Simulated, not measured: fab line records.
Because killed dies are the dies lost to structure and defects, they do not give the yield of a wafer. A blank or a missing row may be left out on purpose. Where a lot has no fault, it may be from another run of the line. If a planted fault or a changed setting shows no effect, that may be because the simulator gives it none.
fab line records    flow sky130
record lots=7  wafers=18  lastDay=50
route steps=708 shown FIELD_ISO@25 NWELL@32 DNWELL@35 PAD_OPEN@708
lots with no fault: from the same line, run without faults
startH: the number of hours between the record's first day and the start of the first shown wafer of the lot    waitH: how many hours have passed since the lot's step before this one    " the same as in the row above    L1.1+2: several wafers, shown together as one row    - no value, or no start was given    * or withheld: withheld    < > ~ a bound
route shown NAME@n: a module of which the file shows steps, and the number in the route of the first    usual: mean/standard deviation of fault-free wafers    same: alike in all rows    chamber/n: place in a boat    sites: the reading at each site    _std_site: the values' standard deviation    _edge_site: outer sites' mean less inner sites'    radiusMm: how far each site lies from the wafer's centre    mask NAME#n: copy n    behind: the last tool/chamber to shape the wafer    hold: the reason the lot was held/the length of the hold in hours/how it ended    device: the n, p or np transistor that did not switch    end of line: the same wafers' tests at the end of the route    where a step has no rows: the recipe by itself    killed: not the wafer's yield, but the dies lost to structure and defects at the first sort    map: shows each die of a wafer: x if killed, . if not, _ if none is there
set.NAME: setting as actually run; set.NAME@STEP: the setting as run at that earlier step    model.NAME: the simulator's own value behind a step, which no gauge read
certain route steps with their lots: each step a table, each wafer a row
services: when a tool's chamber went out of use (startH, in hours from the record's first day, below 0 if earlier), for how many hours, and the reason
## steps
# step SKY_FIELD_ISO_CVD_24
# recipe material=SiO2  targetThkNm=595  tempC=650  sigmaOpenFrac=0.3  timeS=99.2  sih4FlowSccm=60  pressureMtorr=6
# step SKY_FIELD_ISO_THK_MEAS_25
# recipe reads=SiO2_of_FIELD_ISO_CVD_24
# usual FIELD_ISO_CVD_24_THK=593/5.8
lot.wafer  tool          chamber  startH  waitH  FIELD_ISO_CVD_24_THK[nm]
L201.2     filmMetro-04  -        31.50   0.0    594
L201.3     "             -        "       "      593
L201.5     "             -        "       "      594
L205.1     filmMetro-02  -        56.05   0.0    597
L205.4     "             -        "       "      592
L205.5     "             -        "       "      592
L211.4     filmMetro-04  -        85.44   0.0    590
L211.5     "             -        "       "      594
L211.6     "             -        "       "      598
L219.3     filmMetro-01  -        124.21  0.1    592
L219.6     "             -        "       "      590
L221.3     filmMetro-02  -        135.76  0.1    583
L221.6     "             -        "       "      587
L222.3     filmMetro-01  -        142.43  0.1    594
L222.6     "             -        "       "      590
L224.2     filmMetro-04  -        151.12  0.0    604
L224.4     "             -        "       "      608
L224.6     "             -        "       "      599
# step SKY_FIELD_ISO_ANNEAL_26
# recipe tempC=1000  timeS=1800  ambient=N2
# step SKY_FIELD_ISO_CMP_27
# recipe stopOn=Si3N4  tOverpolishS=16  downForcePsi=4  platenRpm=60  targetThkNm=457.8  padVelocityMS=0.94248
# usual motorCurrentA=11.2/0.7  overpolishRunS=16.000/0.0093  timeToEndpointS=109/3.8
lot.wafer  tool    chamber  startH  waitH  motorCurrentA  overpolishRunS  timeToEndpointS
L201.2     cmp-01  0        36.05   0.1    11.3           15.983          111
L201.3     "       1        "       "      12.6           15.995          111
L201.5     "       3        "       "      11.7           16.009          110
L205.4     cmp-01  0        57.61   0.0    11.4           16.012          102
L205.1     "       2        "       "      11.3           16.017          105
L205.5     "       0        "       "      11.1           16.007          103
L211.4     cmp-01  2        87.28   0.1    11.2           15.998          107
L211.5     "       1        "       "      11.8           15.999          106
L211.6     "       2        "       "      11.3           15.999          107
L219.3     cmp-02  2        125.85  0.1    11.0           15.992          110
L219.6     "       0        "       "      11.1           16.016          111
L221.3     cmp-02  1        137.45  0.1    11.2           15.994          102
L221.6     "       2        "       "      10.4           16.013          112
L222.3     cmp-01  0        144.07  0.1    11.1           16.002          107
L222.6     "       3        "       "      11.6           16.015          106
L224.4     cmp-02  3        153.86  0.1    9.9            15.994          113
L224.2     "       0        "       "      10.4           16.011          115
L224.6     "       2        "       "      10.2           16.000          113
# step SKY_FIELD_ISO_WET_ETCH_28
# recipe chemistry=dHF  targetDepthNm=23.7  target=SiO2  dilution=10:1  tempC=25  timeS=47
# step SKY_FIELD_ISO_WET_ETCH_29
# recipe chemistry=H3PO4  targetDepthNm=160  target=Si3N4  tempC=160  timeS=1825
# step SKY_FIELD_ISO_WET_ETCH_30
# recipe chemistry=dHF  targetDepthNm=25  target=SiO2  dilution=10:1  tempC=25  timeS=50
# step SKY_NWELL_CLEAN_00
# recipe chemistry=SC1/SC2  mix=1:4:20  tempC=70  timeS=150  dry=n2Spin
# step SKY_NWELL_OXIDATION_01
# recipe tempC=900  ambient=O2  stabiliseS=600  purgeS=300  targetThkA=100  oxTimeS=1418
# step SKY_NWELL_THK_MEAS_02
# recipe reads=SiO2_of_NWELL_OXIDATION_01
# usual NWELL_OXIDATION_THK=9.85/0.18
lot.wafer  tool          chamber  startH  waitH  NWELL_OXIDATION_THK[nm]
L201.2     filmMetro-03  -        42.82   0.0    9.30
L201.3     "             -        "       "      9.66
L201.5     "             -        "       "      9.63
L205.1     filmMetro-03  -        59.91   0.0    10.11
L205.4     "             -        "       "      10.03
L205.5     "             -        "       "      10.02
L211.4     filmMetro-03  -        89.56   0.0    10.22
L211.5     "             -        "       "      10.03
L211.6     "             -        "       "      10.09
L219.3     filmMetro-02  -        128.07  0.0    10.11
L219.6     "             -        "       "      9.79
L221.3     filmMetro-02  -        139.63  0.0    9.77
L221.6     "             -        "       "      10.00
L222.3     filmMetro-02  -        146.92  0.0    9.90
L222.6     "             -        "       "      9.92
L224.2     filmMetro-04  -        156.38  0.0    9.93
L224.4     "             -        "       "      9.99
L224.6     "             -        "       "      9.96
# step SKY_DNWELL_DEHYDRATE_00
# recipe tempC=200  timeS=60
# step SKY_DNWELL_HMDS_01
# recipe primeTimeS=60  primeTempC=120
# step SKY_DNWELL_COAT_02
# recipe spinRpm=2000  resistThkNm=3000
lot.wafer  tool           chamber  startH  waitH  model.coat_of_DNWELL_COAT_02.thkNm
L201.2     lithoTrack-01  0        49.37   0.1    3008
L201.3     "              0        "       "      2991
L201.5     "              0        "       "      2989
L205.1     lithoTrack-01  0        67.84   0.1    3008
L205.4     "              0        "       "      3004
L205.5     "              0        "       "      3013
L211.4     lithoTrack-01  0        98.12   0.1    2999
L211.5     "              0        "       "      2997
L211.6     "              0        "       "      2994
L219.3     lithoTrack-01  0        137.74  0.1    3008
L219.6     "              0        "       "      1972
L221.3     lithoTrack-01  0        148.79  0.1    2994
L221.6     "              0        "       "      1958
L222.3     lithoTrack-01  0        156.79  0.1    3002
L222.6     "              0        "       "      1968
L224.2     lithoTrack-02  0        165.90  0.1    3002
L224.4     "              0        "       "      2993
L224.6     "              0        "       "      3001
# step SKY_DNWELL_SOFTBAKE_03
# recipe tempC=110  timeS=withheld
# step SKY_DNWELL_EXPOSE_04
# recipe maskId=DNM  na=0.57  targetCdNm=3000  doseMj=222
# step SKY_DNWELL_PEB_05
# recipe tempC=115  timeS=withheld
# step SKY_DNWELL_DEVELOP_06
# recipe wallAngleDeg=90  developer=TMAH  developTimeS=60  devTempC=23
lot.wafer  tool           chamber  startH  waitH  model.coat_of_DNWELL_COAT_02.thkNm
L201.2     lithoTrack-02  0        -       -      3004
L201.3     "              0        "       "      2987
L201.5     "              0        "       "      2985
L205.1     lithoTrack-04  0        -       -      3004
L205.4     "              0        "       "      3000
L205.5     "              0        "       "      3009
L211.4     lithoTrack-01  0        -       -      2995
L211.5     "              0        "       "      2993
L211.6     "              0        "       "      2990
L219.3     lithoTrack-02  0        -       -      3004
L219.6     "              0        "       "      1968
L221.3     lithoTrack-02  0        -       -      2990
L221.6     "              0        "       "      1954
L222.3     lithoTrack-01  0        -       -      2998
L222.6     "              0        "       "      1963
L224.2+6   lithoTrack-04  0        -       -      2997
L224.4     "              0        "       "      2989
# step SKY_DNWELL_IMPLANT_07
# recipe species=P  energyKev=withheld  doseCm2=withheld  tiltDeg=withheld
# step SKY_DNWELL_STRIP_08
# recipe chemistry=O2/N2  powerW=1400  pressureMtorr=1500  platenTempC=withheld  o2FlowSccm=3000  n2FlowSccm=300  overashFraction=0.5
# usual drypumpMotorCurrentA=5.81/0.25  oesProductAu=0.723/0.005  stripTimeToEndpointS=36.91/0.098
# same overashFraction=0.5
lot.wafer  tool            chamber  startH  waitH  drypumpMotorCurrentA  oesProductAu  rfHoursCounterH  stripTimeToEndpointS
L201.2     plasmaAsher-02  1        57.47   0.1    5.36                  0.719         40               37.00
L201.3     "               1        "       "      5.33                  0.723         -                36.81
L201.5     "               0        "       "      5.76                  0.722         -                36.80
L205.1     plasmaAsher-03  0        76.64   0.1    5.97                  0.728         26               37.00
L205.4     "               0        "       "      6.00                  0.730         -                36.95
L205.5     "               0        "       "      5.99                  0.726         -                37.07
L211.4     plasmaAsher-03  1        107.07  0.1    6.18                  0.719         -                36.91
L211.5     "               1        "       "      6.20                  0.718         -                36.87
L211.6     "               0        "       "      5.97                  0.716         -                36.84
L219.3     plasmaAsher-04  1        147.81  0.1    5.85                  0.733         -                37.01
L219.6     "               0        "       "      5.67                  0.720         -                25.03
L221.3     plasmaAsher-02  0        158.81  0.1    5.75                  0.721         -                36.84
L221.6     "               0        "       "      5.77                  0.716         -                24.85
L222.3     plasmaAsher-03  0        167.07  0.1    5.99                  0.729         -                36.95
L222.6     "               1        "       "      6.20                  0.715         -                24.95
L224.2     plasmaAsher-03  1        176.49  0.1    6.23                  0.716         36               36.93
L224.4     "               1        "       "      6.21                  0.725         -                36.85
L224.6     "               0        "       "      5.97                  0.726         -                36.92
# step SKY_DNWELL_TW_MEAS_09
# usual DNWELL_TW=1115/8
lot.wafer  tool          chamber  startH  waitH  DNWELL_TW
L201.2     filmMetro-04  -        57.58   0.1    1112
L201.3     "             -        "       "      1114
L201.5     "             -        "       "      1105
L205.1     filmMetro-02  -        76.74   0.1    1113
L205.4     "             -        "       "      1115
L205.5     "             -        "       "      1118
L211.4     filmMetro-04  -        107.17  0.1    1122
L211.5     "             -        "       "      1121
L211.6     "             -        "       "      1117
L219.3     filmMetro-03  -        147.89  0.1    1125
L219.6     "             -        "       "      1120
L221.3     filmMetro-02  -        158.89  0.1    1124
L221.6     "             -        "       "      1120
L222.3     filmMetro-03  -        167.16  0.1    1130
L222.6     "             -        "       "      1124
L224.2     filmMetro-04  -        176.60  0.1    1107
L224.4     "             -        "       "      1110
L224.6     "             -        "       "      1111
# step SKY_PAD_OPEN_PROBE_99
# usual killed_at_M0_to_M3=44/7  killed_at_M4_up=3.1/1.8  killedAtContacts=25/5.1  killedAtFrontEnd=15/4.3  killedAtOther=0.3/0.61  killedDies=87/9.8  killedOpen=48/7  killedShort=38/6.3
# same grossDies=492  killedAtBackSide=0
lot.wafer  tool       chamber  startH   waitH  killed_at_M0_to_M3  killed_at_M4_up  killedAtContacts  killedAtFrontEnd  killedAtOther  killedDies  killedOpen  killedShort  model.etest.nfet_16v.rOnOhmUm  model.etest.pfetG5v0d10v5.rOnOhmUm  model.etest.tipP.rsOhmSq  model.etest.resDeepNwell.widthNm  model.etest.pfet_01v8.rOnOhmUm  model.etest.tip_p_5v.rsOhmSq  model.etest.nfetG5v0d10v5.rOnOhmUm  model.etest.nfet_05v0_nvt.driveUaUm
L201.2     prober-02  -        1080.55  0.1    39                  2                22                11                0              74          41          33           1.398e+04                      4732                                6816                      2994                              2884                            2852                          1908                                571.8
L201.3     prober-02  -        1080.60  0.2    46                  0                25                18                1              90          61          28           1.405e+04                      4803                                6809                      2988                              2879                            2851                          1919                                570.8
L201.5     prober-02  -        1080.70  0.2    51                  5                19                17                1              93          50          42           1.406e+04                      4793                                6791                      3001                              2920                            2858                          1907                                576.8
L205.1     prober-02  -        1100.17  0.1    44                  1                19                11                0              75          43          32           1.409e+04                      4828                                6796                      3001                              2890                            2835                          1878                                573.1
L205.4     prober-02  -        1100.32  0.2    43                  4                19                12                0              78          40          38           1.396e+04                      4746                                6828                      2989                              2835                            2824                          1864                                576.2
L205.5     prober-02  -        1100.37  0.2    42                  6                21                11                1              81          48          33           1.407e+04                      4812                                6763                      2990                              2816                            2845                          1888                                577.4
L211.4     prober-02  -        1136.44  0.2    41                  3                23                15                0              82          46          36           1.422e+04                      4869                                6873                      2991                              2971                            2855                          1929                                557
L211.5     prober-02  -        1136.49  0.2    51                  5                22                9                 0              87          47          39           1.416e+04                      4814                                6878                      3012                              2909                            2882                          1895                                560.6
L211.6     prober-02  -        1136.54  0.2    54                  4                20                17                0              95          52          42           1.407e+04                      4788                                6881                      3012                              2840                            2859                          1910                                560
L219.3     prober-02  -        1172.29  0.2    50                  6                21                12                0              89          48          41           1.397e+04                      4880                                6949                      3004                              2981                            2927                          1900                                573.4
L219.6     prober-02  -        1172.44  0.2    30                  4                19                10                0              63          37          26           1.306e+04                      5222                                7168                      3077                              3034                            3034                          1826                                614
L221.3     prober-02  -        1186.10  0.2    45                  4                27                14                1              91          61          30           1.43e+04                       4910                                6830                      3015                              2940                            2877                          1919                                569.5
L221.6     prober-02  -        1186.25  0.2    39                  1                22                14                0              76          39          37           1.345e+04                      5071                                7024                      3101                              2926                            2938                          1838                                606.9
L222.3     prober-01  -        1189.72  0.2    42                  3                19                7                 0              71          39          32           1.421e+04                      4794                                6871                      2986                              2908                            2852                          1901                                567.9
L222.6     prober-01  -        1189.87  0.2    54                  9                17                12                0              92          46          46           1.422e+04                      4833                                6864                      3073                              2936                            2877                          1868                                572.5
L224.2     prober-01  -        1196.09  0.1    39                  2                20                9                 0              70          38          32           1.41e+04                       4900                                6950                      2999                              2974                            2860                          1955                                556.5
L224.4     prober-01  -        1196.19  0.2    48                  1                25                15                1              90          50          40           1.394e+04                      4761                                6895                      2998                              2872                            2861                          1914                                563.5
L224.6     prober-01  -        1196.29  0.2    42                  3                31                17                0              93          54          38           1.392e+04                      4855                                6896                      3014                              2921                            2854                          1923                                560.4
# killed by level:class
L201.2 VIA3:geometricParticle:open=10 METAL2:geometricParticle:short=8 CONTACT:geometricParticle:open=7 LI_CONTACT:geometricParticle:open=6 FIELD_ISO:geometricParticle:short=4 LI_CONTACT:geometricParticle:short=4 VIA1:geometricParticle:open=4 VIA2:geometricParticle:open=4
L201.3 CONTACT:geometricParticle:open=14 VIA2:geometricParticle:open=11 FIELD_ISO:geometricParticle:open=9 VIA1:geometricParticle:open=8 VIA3:geometricParticle:open=8 LOCAL_INTERCONNECT:geometricParticle:short=5 VIA3:geometricParticle:short=5 METAL1:geometricParticle:short=4
L201.5 VIA1:geometricParticle:open=9 VIA2:geometricParticle:open=8 LI_CONTACT:geometricParticle:open=7 VIA3:geometricParticle:open=7 METAL2:geometricParticle:short=6 VIA1:geometricParticle:short=6 FIELD_ISO:geometricParticle:open=5 FIELD_ISO:geometricParticle:short=5
L205.1 VIA1:geometricParticle:open=12 CONTACT:geometricParticle:open=8 VIA2:geometricParticle:open=8 FIELD_ISO:geometricParticle:open=6 METAL2:geometricParticle:short=6 METAL1:geometricParticle:short=4 LOCAL_INTERCONNECT:geometricParticle:short=3 CONTACT:geometricParticle:short=3
L205.4 VIA1:geometricParticle:open=8 CONTACT:geometricParticle:short=7 CONTACT:geometricParticle:open=6 METAL2:geometricParticle:short=6 VIA3:geometricParticle:open=5 SPACER:geometricParticle:short=4 LI_CONTACT:geometricParticle:open=4 METAL1:geometricParticle:open=4
L205.5 VIA1:geometricParticle:open=16 VIA2:geometricParticle:open=7 CONTACT:geometricParticle:open=7 METAL1:geometricParticle:short=6 LI_CONTACT:geometricParticle:open=5 METAL4:geometricParticle:short=5 LI_CONTACT:geometricParticle:short=4 CONTACT:geometricParticle:short=4
L211.4 CONTACT:geometricParticle:open=9 METAL1:geometricParticle:short=8 VIA3:geometricParticle:open=8 VIA1:geometricParticle:open=7 POLY_GATE:geometricParticle:open=5 LOCAL_INTERCONNECT:geometricParticle:short=5 FIELD_ISO:geometricParticle:open=4 VIA3:geometricParticle:short=4
L211.5 VIA2:geometricParticle:open=9 CONTACT:geometricParticle:open=8 LI_CONTACT:geometricParticle:open=7 VIA1:geometricParticle:open=7 METAL2:geometricParticle:short=6 VIA3:geometricParticle:open=6 METAL1:geometricParticle:short=5 VIA1:geometricParticle:short=5
L211.6 VIA1:geometricParticle:open=20 VIA3:geometricParticle:open=9 FIELD_ISO:geometricParticle:short=6 CONTACT:geometricParticle:open=6 METAL3:geometricParticle:short=5 POLY_GATE:geometricParticle:short=4 VIA2:geometricParticle:open=4 LI_CONTACT:geometricParticle:short=4
L219.3 VIA1:geometricParticle:open=9 CONTACT:geometricParticle:short=8 LI_CONTACT:geometricParticle:open=8 METAL1:geometricParticle:short=7 VIA3:geometricParticle:open=6 VIA2:geometricParticle:open=6 POLY_GATE:geometricParticle:short=5 METAL1:geometricParticle:open=5
L219.6 VIA1:geometricParticle:open=10 CONTACT:geometricParticle:open=7 LI_CONTACT:geometricParticle:open=6 FIELD_ISO:geometricParticle:short=4 CONTACT:geometricParticle:short=4 VIA1:geometricParticle:short=4 VIA2:geometricParticle:open=4 VIA3:geometricParticle:open=4
L221.3 CONTACT:geometricParticle:open=10 VIA2:geometricParticle:open=10 VIA3:geometricParticle:open=9 LI_CONTACT:geometricParticle:open=8 VIA1:geometricParticle:open=7 METAL2:geometricParticle:short=6 POLY_GATE:geometricParticle:open=4 LOCAL_INTERCONNECT:geometricParticle:short=4
L221.6 VIA1:geometricParticle:open=8 CONTACT:geometricParticle:open=7 METAL2:geometricParticle:short=7 POLY_GATE:geometricParticle:short=6 LI_CONTACT:geometricParticle:open=6 VIA3:geometricParticle:open=6 METAL1:geometricParticle:short=5 CONTACT:geometricParticle:short=5
L222.3 VIA1:geometricParticle:open=12 LI_CONTACT:geometricParticle:open=10 VIA1:geometricParticle:short=6 VIA3:geometricParticle:open=6 METAL2:geometricParticle:short=5 METAL1:geometricParticle:short=4 VIA3:geometricParticle:short=3 LOCAL_INTERCONNECT:geometricParticle:short=3
L222.6 VIA3:geometricParticle:open=11 LI_CONTACT:geometricParticle:open=8 METAL1:geometricParticle:short=8 METAL2:geometricParticle:short=8 VIA2:geometricParticle:open=6 VIA1:geometricParticle:short=6 METAL4:geometricParticle:short=6 VIA1:geometricParticle:open=5
L224.2 VIA1:geometricParticle:open=8 CONTACT:geometricParticle:open=7 METAL2:geometricParticle:short=7 LI_CONTACT:geometricParticle:open=5 METAL1:geometricParticle:short=5 LOCAL_INTERCONNECT:geometricParticle:short=5 VIA2:geometricParticle:open=5 VIA3:geometricParticle:open=4
L224.4 CONTACT:geometricParticle:open=10 VIA1:geometricParticle:open=10 VIA3:geometricParticle:open=10 LI_CONTACT:geometricParticle:open=7 POLY_GATE:geometricParticle:open=5 POLY_GATE:geometricParticle:short=5 VIA1:geometricParticle:short=4 METAL2:geometricParticle:short=4
L224.6 CONTACT:geometricParticle:open=17 VIA1:geometricParticle:open=8 POLY_GATE:geometricParticle:open=6 METAL1:geometricParticle:short=6 VIA3:geometricParticle:open=5 METAL2:geometricParticle:short=5 METAL3:geometricParticle:short=5 FIELD_ISO:geometricParticle:open=4
## services
tool            chamber  startH  hours  kind
cmp-01          -        26.78   0.9    repair
cmp-01          -        48.63   4.6    pm
cmp-02          -        64.00   4.0    pm
cmp-02          -        68.00   -      consumableReplace:conditioner
cmp-02          -        68.00   -      consumableReplace:pad
cmp-02          -        89.61   1.0    repair
plasmaAsher-04  -        108.81  9.0    pm
plasmaAsher-04  0        108.81  9.0    ventCycle
plasmaAsher-04  1        108.81  9.0    ventCycle
plasmaAsher-04  0        117.81  -      clean
plasmaAsher-04  1        117.81  -      clean
cmp-02          -        132.49  0.9    repair
plasmaAsher-04  -        164.77  7.4    repair
cmp-01          -        167.61  0.2    repair
## key
firstSign step=SKY_DNWELL_STRIP_08  reading=stripTimeToEndpointS  direction=down  sigmas=99+  usual=*  struck=*
effect none on later readings
modelEffect step=SKY_DNWELL_COAT_02  value=coat_of_DNWELL_COAT_02.thkNm  without=3003  struck=1966
modelEffect step=SKY_DNWELL_DEVELOP_06  value=coat_of_DNWELL_COAT_02.thkNm  without=2998  struck=1962
modelEffect step=SKY_PAD_OPEN_PROBE_99  value=etest.nfet_16v.rOnOhmUm  without=1.411e+04  struck=1.358e+04
metAt SKY_DNWELL_COAT_02
struckWafers L219.6,L221.6,L222.6
testerLeftOut L219,L221,L222
onsetBetween 98.12 137.74
fault kind=processParameterDrift  tool=lithoTrack-01  chamber=-  onsetH=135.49  steps=SKY_DNWELL_COAT_02  channel=resistThkNm  offset=-1035.8  shape=step  endH=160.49  scope=struckWafersOnly  actsIn=theseRecipesOnly  stated=3000
# testerLeftOut: of these lots the tester's yield and bins aren't shown, on N5 and GAA mostly nor the transistor test; their killed dies are dies lost to structure and defects alone, not to doping, threshold or leakage, so they don't give the yield
